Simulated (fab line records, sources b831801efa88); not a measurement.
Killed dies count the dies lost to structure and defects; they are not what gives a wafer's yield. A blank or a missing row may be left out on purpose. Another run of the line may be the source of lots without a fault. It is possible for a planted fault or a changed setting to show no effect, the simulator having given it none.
What tool caused it? + flow sky130 + 11 lots with 33 wafers sampled at 3 steps, on a route of 708 steps

== WHAT EACH GAUGE READ, for each wafer ==
SKY_PASSIVATION_THK_MEAS_01.
| lot  | measured     | on           | PASSIVATION_CVD_00_THK (nm) |
|------|--------------|--------------|-----------------------------|
| L611 | day 43 20:47 | filmMetro-03 | 90.5 90.1 89.4              |
| L612 | day 44 04:06 | filmMetro-03 | 88.6 89.7 89.5              |
| L616 | day 45 08:18 | filmMetro-03 | 89.5 90.2 91.3              |
| L617 | day 45 19:42 | filmMetro-01 | 89.9 91.4 92.3              |
| L619 | day 47 00:17 | filmMetro-02 | 90.7 89.1 91.5              |
| L622 | day 47 06:30 | filmMetro-03 | 89.1 89.3 90.9              |
| L625 | day 47 18:07 | filmMetro-01 | 88.4 90.7 90.7              |
| L626 | day 47 23:07 | filmMetro-02 | 88.3 89.7 90.1              |
| L628 | day 48 15:28 | filmMetro-01 | 87.6 88.6 90.3              |
| L629 | day 48 16:22 | filmMetro-03 | 89.1 90.8 90.8              |
| L633 | day 49 12:09 | filmMetro-03 | 87.8 89.2 90.5              |

== TOOL THAT RAN EACH LOT (tool first, then ch and the chambers of the sampled wafers, then the start) ==
| lot  | SKY_METAL5_DESCUM_14             | SKY_PASSIVATION_CVD_00          |
|------|----------------------------------|---------------------------------|
| L611 | rieMetal-03 ch 0,1, day 43 19:55 | pecvd-01 ch 0,1,2, day 43 20:46 |
| L612 | rieMetal-04 ch 0,1, day 44 03:07 | pecvd-01 ch 1,2, day 44 04:04   |
| L616 | rieMetal-01 ch 0,1, day 45 07:25 | pecvd-03 ch 1,2, day 45 08:17   |
| L617 | rieMetal-04 ch 0,1, day 45 18:49 | pecvd-02 ch 0,1,2, day 45 19:41 |
| L619 | rieMetal-01 ch 0, day 46 23:25   | pecvd-03 ch 1,2, day 47 00:16   |
| L622 | rieMetal-01 ch 0,1, day 47 05:37 | pecvd-02 ch 0,2, day 47 06:28   |
| L625 | rieMetal-03 ch 0,1, day 47 17:13 | pecvd-03 ch 0,1,2, day 47 18:05 |
| L626 | rieMetal-01 ch 0,1, day 47 22:10 | pecvd-03 ch 0,1, day 47 23:06   |
| L628 | rieMetal-04 ch 0,1, day 48 14:34 | pecvd-01 ch 0,1, day 48 15:26   |
| L629 | rieMetal-01 ch 0,1, day 48 15:28 | pecvd-02 ch 0,1,2, day 48 16:20 |
| L633 | rieMetal-01 ch 0, day 49 11:16   | pecvd-01 ch 0,2, day 49 12:07   |
- SKY_METAL5_DESCUM_14: chemistry O2, time 11 s.
- SKY_PASSIVATION_CVD_00: deposits SiO2, target thk 90 nm.

== AS READ BY THE TOOLS THEMSELVES (means over the sampled wafers that have a number; for cases with no such wafer, the mark the record gives instead) ==
SKY_METAL5_DESCUM_14.
| lot  | tool        | drypumpMotorCurrentA (A) | oesProductAu (a.u.) |
|------|-------------|--------------------------|---------------------|
| L611 | rieMetal-03 | 5.5                      | 1.014               |
| L612 | rieMetal-04 | 5.6                      | 1.005               |
| L616 | rieMetal-01 | 5.7                      | 0.993               |
| L617 | rieMetal-04 | 5.4                      | 0.992               |
| L619 | rieMetal-01 | 5.1                      | 1.006               |
| L622 | rieMetal-01 | 5.7                      | 1.008               |
| L625 | rieMetal-03 | 5.5                      | 1.013               |
| L626 | rieMetal-01 | 5.4                      | 1.008               |
| L628 | rieMetal-04 | 5.4                      | 0.993               |
| L629 | rieMetal-01 | 5.4                      | 1.008               |
| L633 | rieMetal-01 | 5.1                      | 0.999               |

SKY_PASSIVATION_CVD_00.
| lot  | tool     | heaterPowerW (W) |
|------|----------|------------------|
| L611 | pecvd-01 | 669              |
| L612 | pecvd-01 | 655              |
| L616 | pecvd-03 | 688              |
| L617 | pecvd-02 | 593              |
| L619 | pecvd-03 | 636              |
| L622 | pecvd-02 | 551              |
| L625 | pecvd-03 | 637              |
| L626 | pecvd-03 | 692              |
| L628 | pecvd-01 | 639              |
| L629 | pecvd-02 | 591              |
| L633 | pecvd-01 | 695              |

== THE ANSWER, worked out from the rows above alone ==
Rule: the usual values come from the lots themselves. Put in order of their means at a reading, lots are off if they are a third of the lots or fewer, leave a main group of 4 or more, and stand apart from it by a gap of 3 or more times the standard deviation of the main group's means; of several such gaps the widest counts. If all means in a main group match to the digits the tables above print for the reading, that group is not used. A lot without any number at a reading at which 4 lots or more have one is off too. Where the step has rows for the other lots, those lots are counted as sound. Order of review: gauges by route order, followed by the tools' own readings, for which a lot's mean as printed above is used. At the first step where some lot is off, the reading lying furthest off is the one used; lots without a number count as furthest.
Nothing can be told from this: no lot is off at any reading shown.

== WHAT WAS PUT IN BY THE SIMULATOR ==
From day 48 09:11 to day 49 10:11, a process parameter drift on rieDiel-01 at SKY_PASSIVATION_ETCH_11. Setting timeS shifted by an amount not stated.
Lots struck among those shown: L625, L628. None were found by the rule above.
